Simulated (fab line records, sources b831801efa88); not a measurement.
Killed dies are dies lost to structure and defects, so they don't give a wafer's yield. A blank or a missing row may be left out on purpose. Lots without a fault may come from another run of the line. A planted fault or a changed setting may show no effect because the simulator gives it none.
A struck lot beside a sound one | flow gf180mcu | 23 steps out of a route of 602
Sound: wafers L972.1, L972.4, L972.6. Struck: wafers L980.4, L980.5. The cause comes at the end.
At each step with rows: each side's tool, then ch and its chambers, then its first start. Under that, the readings that differ: sound wafers | struck wafers | difference of the means | sigmas: that difference in standard deviations of wafers without a fault.
alike: readings whose means differ by less than 2 such deviations, and words and numbers that are the same on both sides. not compared: withheld readings, readings that some wafer has no value for, bounds like >300 that may hide the same value, and numbers for which the record gives no deviation and whose values overlap.
The two part at a step that has a row with sigmas, a row that says differs or no value, or rows on one side only. Numbers that don't overlap but have no deviation are shown without sigmas and don't part them. A reading that every wafer of one side lacks parts them only if that side has two wafers or more.

GF_V1_RS_MEAS_24: measures by four-point-probe.
  sound on film_metro-02, day 19 00:58; struck on film_metro-04, day 21 02:04
  alike: V1_W_RS
GF_V1_THK_MEAS_25: measures by xrf.
  sound on film_metro-02, day 19 01:05; struck on film_metro-04, day 21 02:10
  reading       | sound       | struck  | difference | sigmas
  V1_W_THK (nm) | 351 358 362 | 345 346 | -12        | -2
GF_V1_CMP_26: polishes, stops on SiO2, t overpolish 15 s, target thk 0 nm.
  sound on cmp-01 ch 2,3, day 19 01:08; struck on cmp-02 ch 1,2, day 21 02:11
  alike: head_pressure_psi, motor_current_A, overpolish_run_s, time_to_endpoint_s
GF_M2_SPUTTER_00: material Ti, target thk 37.5 nm, time 150 s.
  sound on pvd_sputter-03, day 19 01:26; struck on pvd_sputter-03, day 21 02:29
  alike: throttle_valve_pct
GF_M2_SPUTTER_01: material TiN, target thk 30 nm, time 25 s.
  sound on pvd_sputter-03, day 19 01:32; struck on pvd_sputter-03, day 21 02:35
  alike: throttle_valve_pct
GF_M2_SPUTTER_02: material AlCu, target thk 450 nm, time 23.9 s.
  sound on pvd_sputter-03, day 19 01:35; struck on pvd_sputter-03, day 21 02:37
  alike: throttle_valve_pct
then, 1 step without rows for these wafers: GF_M2_SPUTTER_03 (material Ti, target thk 10 nm, time 6.7 s).
GF_M2_SPUTTER_04: material TiN, target thk 50 nm, time 41.7 s.
  sound on pvd_sputter-03, day 19 01:38; struck on pvd_sputter-03, day 21 02:40
  alike: throttle_valve_pct
GF_M2_RS_MEAS_05: measures by four-point-probe.
  sound on film_metro-04, day 19 01:40; struck on film_metro-04, day 21 02:46
  alike: M2_ALCU_RS
GF_M2_THK_MEAS_06: measures by xrf.
  sound on film_metro-04, day 19 01:47; struck on film_metro-04, day 21 02:52
  alike: M2_ALCU_THK
then, 2 steps without rows for these wafers: GF_M2_DEHYDRATE_07 (time 60 s); GF_M2_HMDS_08 (prime time 60 s).
GF_M2_COAT_09: resist thk 1000 nm.
  sound on litho_track-02 ch 0, day 19 14:26; struck on litho_track-02 ch 0, day 21 12:54
  reading                             | sound             | struck    | difference | sigmas
  model.KrF_of_M2_COAT_09.thk_nm (nm) | 998.8 999.6 999.1 | 1080 1079 | +80        |
then, 4 steps without rows for these wafers: GF_M2_SOFTBAKE_10 (time 60 s); GF_M2_EXPOSE_11 (exposes mask Metal2, target cd 280 nm); GF_M2_PEB_12 (peb time 90 s); GF_M2_DEVELOP_13 (develop time 60 s).
GF_M2_CD_MEAS_14: target cd 280 nm.
  sound on cd_sem-02, day 20 02:50; struck on cd_sem-01, day 22 00:47
  reading    | sound             | struck      | difference | sigmas
  cd_nm (nm) | 281.5 281.0 281.3 | 283.2 283.0 | +1.8       | +2
GF_M2_OVL_MEAS_15:
  sound on overlay-02, day 20 02:57; struck on overlay-01, day 22 00:52
  alike: M2_OVL
GF_M2_METAL_ETCH_16: etches the open film in Cl2/BCl3, stops on SiO2, target depth 750.8 nm, time 125.1 s.
  sound on rie_metal-04 ch 1, day 20 02:59; struck on rie_metal-04 ch 0,1, day 22 00:56
  reading                             | sound             | struck    | difference | sigmas
  model.KrF_of_M2_COAT_09.thk_nm (nm) | 690.4 690.3 691.5 | 771 760.5 | +75        |
  alike: drypump_motor_current_A, oes_product_au, throttle_valve_pct
  not compared: rf_hours_counter_h
GF_M2_STRIP_17: strips in O2/N2.
  sound on plasma_asher-04 ch 0,1, day 20 03:14; struck on plasma_asher-01 ch 0,1, day 22 01:03
  reading                      | sound             | struck      | difference | sigmas
  oes_product_au (a.u.)        | 0.533 0.542 0.536 | 0.562 0.571 | +0.029     | +5
  strip_time_to_endpoint_s (s) | 7.44 7.41 7.45    | 8.23 8.13   | +0.75      | +11
  alike: drypump_motor_current_A, heater_power_w
  not compared: rf_hours_counter_h
then, 2 steps without rows for these wafers: GF_M2_STRIP_18 (strips in post etch residue remover, time 1200 s); GF_PASSIVATION_PROBE_99.

WHERE THEY PART
First at GF_V1_THK_MEAS_25; last, within this record, at GF_M2_STRIP_17.

WHY: what the simulator had put in
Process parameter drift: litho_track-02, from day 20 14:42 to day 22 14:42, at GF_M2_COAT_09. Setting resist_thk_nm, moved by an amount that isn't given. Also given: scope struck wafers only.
